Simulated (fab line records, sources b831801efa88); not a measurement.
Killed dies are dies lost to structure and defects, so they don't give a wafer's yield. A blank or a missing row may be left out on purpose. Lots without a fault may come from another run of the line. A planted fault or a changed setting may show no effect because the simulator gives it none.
Chamber matching | flow sfq_line | SFQ_TRILAYER_I4_VIA_BARC_OPEN_VIA_ETCH_146 on rie_diel-04: 4 sister chambers
The step etches BARC in O2, target depth 125 nm, time 41.7 s. 7 wafers are shown with their chamber, then 7 later ones without.

WAFERS WITH THEIR CHAMBER
wafer  | chamber | oes_product_au (a.u.)
L177.4 | 3       | 0.683
L177.5 | 0       | 0.698
L179.1 | 3       | 0.685
L179.2 | 1       | 0.686
L179.4 | 2       | 0.689
L180.3 | 2       | 0.689
L180.4 | 0       | 0.692

WAFERS WITHOUT THEIR CHAMBER
wafer  | oes_product_au (a.u.)
L180.6 | 0.686
L186.2 | 0.685
L186.3 | 0.687
L186.4 | 0.684
L192.2 | 0.695
L192.3 | 0.685
L192.4 | 0.687

WHICH CHAMBER EACH WENT THROUGH
wafer  | from the rows above          | in truth
L180.6 | can't be placed: 1 or 3 or 2 | 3
L186.2 | can't be placed: 1 or 3 or 2 | 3
L186.3 | can't be placed: 1 or 2 or 3 | 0
L186.4 | can't be placed: 3 or 1 or 2 | 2
L192.2 | 0                            | 0
L192.3 | can't be placed: 1 or 3 or 2 | 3
L192.4 | can't be placed: 1 or 2 or 3 | 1
Placed correctly: 1 of 7. Can't be placed from these rows: 6 (the true chamber is among the candidates in 5). Placed wrongly: 0.
How it was worked out, from the rows above alone: a wafer's distance from a chamber is the root of the sum, over the readings, of the square of ((its reading less the chamber's mean) divided by the reading's scatter). The wafer belongs to the nearest chamber; if the next one is less than 2 further off, it can't be placed. A chamber's mean is the mean of its shown wafers. The scatter: the root of (the sum of the squares of (reading less its chamber's mean) over the shown wafers, divided by (wafers less chambers)).
